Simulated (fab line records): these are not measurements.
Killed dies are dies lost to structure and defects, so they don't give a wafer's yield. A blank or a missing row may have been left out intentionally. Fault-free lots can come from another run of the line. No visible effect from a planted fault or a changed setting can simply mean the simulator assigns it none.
Chamber matching | flow gf180mcu | cmp-02 running GF_V5_CMP_04: 4 sister chambers
The step polishes SiO2. 4 wafers are shown with their chamber, then 7 later ones without.

== WAFERS WITH THEIR CHAMBER ==
wafer  | chamber | motorCurrentA (A)
L939.2 | 0       | 14.5
L943.2 | 2       | 11.2
L943.3 | 3       | 12.9
L943.6 | 1       | 11.8

== WAFERS WHOSE CHAMBER IS MISSING ==
wafer  | motorCurrentA (A)
L948.1 | 13.9
L948.2 | 11.3
L948.4 | 11.3
L953.2 | 11.0
L953.5 | 11.3
L955.3 | 12.3
L955.5 | 12.9

== THE CHAMBER EACH PASSED THROUGH ==
wafer  | from the rows above          | in truth
L948.1 | can't be placed: 0 or 3      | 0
L948.2 | can't be placed: 2 or 1      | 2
L948.4 | can't be placed: 2 or 1      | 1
L953.2 | can't be placed: 2 or 1      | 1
L953.5 | can't be placed: 2 or 1      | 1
L955.3 | can't be placed: 1 or 3 or 2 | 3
L955.5 | 3                            | 3
1 of 7 placed correctly. Cannot be placed on the basis of these rows: 6; the candidates contain the true chamber in 6. Wrongly placed: 0.
How it was worked out, from the rows above alone: a wafer's distance from a chamber is the root of the sum, over the readings, of the square of ((its reading less the chamber's mean) divided by the reading's scatter). If the next closest chamber is less than 2 further off than the closest, the wafer can't be placed; otherwise it belongs to the closest. The mean given for a chamber averages the wafers shown for that chamber. The scatter: root of mean squared gap, hidden wafer to nearest shown wafer, with one shown wafer a chamber.
